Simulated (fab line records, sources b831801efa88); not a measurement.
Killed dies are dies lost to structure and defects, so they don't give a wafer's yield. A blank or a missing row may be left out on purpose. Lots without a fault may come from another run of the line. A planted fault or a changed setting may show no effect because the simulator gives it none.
Which tool did it? | flow gf180mcu | 11 lots, 33 wafers sampled, at 6 steps of a route of 602

WHAT THE GAUGES READ, wafer by wafer
GF_M3_RS_MEAS_05: measures by four-point-probe.
lot  | measured     | on            | M3_ALCU_RS (ohm/sq)
L560 | day 20 01:14 | film_metro-04 | 0.0699 0.0701 0.0702
L563 | day 21 02:56 | film_metro-01 | 0.0702 0.0702 0.0697
L564 | day 21 23:43 | film_metro-04 | 0.0705 0.0704 0.0705
L565 | day 22 00:57 | film_metro-01 | 0.0696 0.0692 0.0697
L566 | day 22 10:34 | film_metro-03 | 0.0693 0.0695 0.0694
L567 | day 22 23:47 | film_metro-03 | 0.0684 0.0681 0.0685
L573 | day 25 09:15 | film_metro-04 | 0.0538 0.0541 0.0539
L575 | day 25 15:32 | film_metro-03 | 0.0536 0.0538 0.0534
L574 | day 25 21:31 | film_metro-01 | 0.0696 0.0691 0.0694
L576 | day 26 01:54 | film_metro-04 | 0.0706 0.0705 0.0706
L581 | day 27 12:45 | film_metro-01 | 0.0687 0.0695 0.0693

GF_M3_THK_MEAS_06: measures by xrf.
lot  | measured     | on            | M3_ALCU_THK (nm)
L560 | day 20 01:22 | film_metro-04 | 448 442 444
L563 | day 21 03:02 | film_metro-01 | 447 450 448
L564 | day 21 23:50 | film_metro-04 | 439 443 443
L565 | day 22 01:04 | film_metro-01 | 450 453 451
L566 | day 22 10:40 | film_metro-03 | 447 446 446
L567 | day 22 23:54 | film_metro-03 | 452 452 454
L573 | day 25 09:21 | film_metro-04 | 582 581 580
L575 | day 25 15:38 | film_metro-03 | 572 572 575
L574 | day 25 21:37 | film_metro-01 | 451 450 448
L576 | day 26 01:59 | film_metro-04 | 445 444 443
L581 | day 27 12:51 | film_metro-01 | 453 449 452

WHICH TOOL RAN EACH LOT (tool, then ch and the chambers of the sampled wafers, then the start)
lot  | GF_V2_ETCH_17                                 | GF_V2_CVD_23                  | GF_M3_SPUTTER_02             | GF_M3_SPUTTER_03
L560 | rie_diel-02 ch 0,3, day 20 00:25 or earlier   | cvd_w-02 ch 1, day 20 00:25   | pvd_sputter-02, day 20 01:09 | pvd_sputter-02, day 20 01:11
L563 | rie_diel-03 ch 0,1,2, day 21 02:08 or earlier | cvd_w-02 ch 0,1, day 21 02:08 | pvd_sputter-01, day 21 02:49 | pvd_sputter-01, day 21 02:50
L564 | rie_diel-04 ch 0,2,3, day 21 22:54 or earlier | cvd_w-01 ch 0,1, day 21 22:54 | pvd_sputter-01, day 21 23:38 | pvd_sputter-01, day 21 23:40
L565 | rie_diel-02 ch 0,2,3, day 22 00:07 or earlier | cvd_w-02 ch 0,1, day 22 00:07 | pvd_sputter-02, day 22 00:50 | pvd_sputter-02, day 22 00:52
L566 | rie_diel-02 ch 2,3, day 22 09:45 or earlier   | cvd_w-01 ch 0,1, day 22 09:45 | pvd_sputter-02, day 22 10:26 | pvd_sputter-02, day 22 10:28
L567 | rie_diel-02 ch 2,3, day 22 22:58 or earlier   | cvd_w-01 ch 0, day 22 22:58   | pvd_sputter-04, day 22 23:41 | pvd_sputter-04, day 22 23:43
L573 | rie_diel-04 ch 0,2,3, day 25 08:26 or earlier | cvd_w-02 ch 0,1, day 25 08:26 | pvd_sputter-02, day 25 09:07 | pvd_sputter-02, day 25 09:09
L575 | rie_diel-04 ch 0,3, day 25 13:18 or earlier   | cvd_w-02 ch 0,1, day 25 13:18 | pvd_sputter-02, day 25 15:25 | pvd_sputter-02, day 25 15:26
L574 | rie_diel-02 ch 0,1,3, day 25 20:41 or earlier | cvd_w-02 ch 0,1, day 25 20:41 | pvd_sputter-04, day 25 21:23 | pvd_sputter-04, day 25 21:25
L576 | rie_diel-02 ch 0,3, day 26 00:53 or earlier   | cvd_w-01 ch 0,1, day 26 00:53 | pvd_sputter-01, day 26 01:45 | pvd_sputter-01, day 26 01:47
L581 | rie_diel-02 ch 1,2, day 27 11:56 or earlier   | cvd_w-02 ch 0,1, day 27 11:56 | pvd_sputter-04, day 27 12:37 | pvd_sputter-04, day 27 12:39
- GF_V2_ETCH_17: etches SiO2 in C4F8/O2/Ar, stops on TiN, target depth 630 nm.
- GF_V2_CVD_23: deposits W, target thk 350 nm, time 104.94 s.
- GF_M3_SPUTTER_02: material AlCu, target thk 450 nm, time 23.9 s.
- GF_M3_SPUTTER_03: material Ti, target thk 10 nm, time 6.7 s.

WHAT THE TOOLS THEMSELVES READ (means of the sampled wafers that have a number; where no wafer has one, the mark that the record gives instead)
GF_V2_ETCH_17.
lot  | tool        | oes_product_au (a.u.)
L560 | rie_diel-02 | 0.851
L563 | rie_diel-03 | 0.855
L564 | rie_diel-04 | 0.856
L565 | rie_diel-02 | 0.857
L566 | rie_diel-02 | 0.857
L567 | rie_diel-02 | 0.856
L573 | rie_diel-04 | 0.854
L575 | rie_diel-04 | 0.857
L574 | rie_diel-02 | 0.856
L576 | rie_diel-02 | 0.854
L581 | rie_diel-02 | 0.855

GF_V2_CVD_23.
lot  | tool     | heater_power_w (W)
L560 | cvd_w-02 | 770
L563 | cvd_w-02 | 857
L564 | cvd_w-01 | 793
L565 | cvd_w-02 | 839
L566 | cvd_w-01 | 786
L567 | cvd_w-01 | 762
L573 | cvd_w-02 | 816
L575 | cvd_w-02 | 842
L574 | cvd_w-02 | 826
L576 | cvd_w-01 | 769
L581 | cvd_w-02 | 853

GF_M3_SPUTTER_02.
lot  | tool           | chamber_pressure_pa (Pa) | throttle_valve_pct (%)
L560 | pvd_sputter-02 | 0.4003                   | 29.1
L563 | pvd_sputter-01 | 0.4009                   | 29.0
L564 | pvd_sputter-01 | 0.3997                   | 29.0
L565 | pvd_sputter-02 | 0.3991                   | 29.6
L566 | pvd_sputter-02 | 0.4002                   | 29.8
L567 | pvd_sputter-04 | 0.3994                   | 30.7
L573 | pvd_sputter-02 | 0.4012                   | 30.0
L575 | pvd_sputter-02 | 0.4002                   | 29.6
L574 | pvd_sputter-04 | 0.3997                   | 31.0
L576 | pvd_sputter-01 | 0.3998                   | 30.0
L581 | pvd_sputter-04 | 0.3999                   | 30.3

GF_M3_SPUTTER_03.
lot  | tool           | chamber_pressure_pa (Pa) | throttle_valve_pct (%)
L560 | pvd_sputter-02 | 0.2955                   | 29.1
L563 | pvd_sputter-01 | 0.2963                   | 28.9
L564 | pvd_sputter-01 | 0.2962                   | 28.9
L565 | pvd_sputter-02 | 0.2963                   | 29.7
L566 | pvd_sputter-02 | 0.2963                   | 30.0
L567 | pvd_sputter-04 | 0.2960                   | 30.7
L573 | pvd_sputter-02 | 0.2962                   | 30.2
L575 | pvd_sputter-02 | 0.2962                   | 29.6
L574 | pvd_sputter-04 | 0.2963                   | 31.0
L576 | pvd_sputter-01 | 0.2967                   | 29.9
L581 | pvd_sputter-04 | 0.2964                   | 30.4

THE ANSWER, worked out from the rows above alone
Rule: what is usual is taken from the lots themselves. Put in order of their means at a reading, lots are off if they are a third of the lots or fewer, leave a main group of 4 or more, and stand apart from it by a gap of 3 or more times the standard deviation of the main group's means; of several such gaps the widest counts. A main group whose means are all the same, to the digits that the tables above print for the reading, isn't used. A lot without any number at a reading at which 4 lots or more have one is off too. The other lots that the step has rows for count as sound. The gauges are gone through in route order, then the tools' own readings, and for those a lot's mean is taken as printed above. The first step at which some lot is off is used, and at that step the reading that is off furthest; a lot without a number counts as furthest.
Off: L573, L575, at GF_M3_RS_MEAS_05 (M3_ALCU_RS). The main group: mean 0.0697 ohm/sq, standard deviation 0.00066.
A tool fits if, at a process step before that reading, it ran every lot that is off, and no sound lot after the first of them. The gauges at GF_M3_RS_MEAS_05 are tried like those tools. GF_V2_ETCH_17 gives no start for some lots, so the hours and the order of its lots are those of GF_V2_CVD_23. Can't be told from this: 2 tools fit, rie_diel-04 at GF_V2_ETCH_17, pvd_sputter-02 at GF_M3_SPUTTER_02 and GF_M3_SPUTTER_03.

WHAT THE SIMULATOR HAD PUT IN
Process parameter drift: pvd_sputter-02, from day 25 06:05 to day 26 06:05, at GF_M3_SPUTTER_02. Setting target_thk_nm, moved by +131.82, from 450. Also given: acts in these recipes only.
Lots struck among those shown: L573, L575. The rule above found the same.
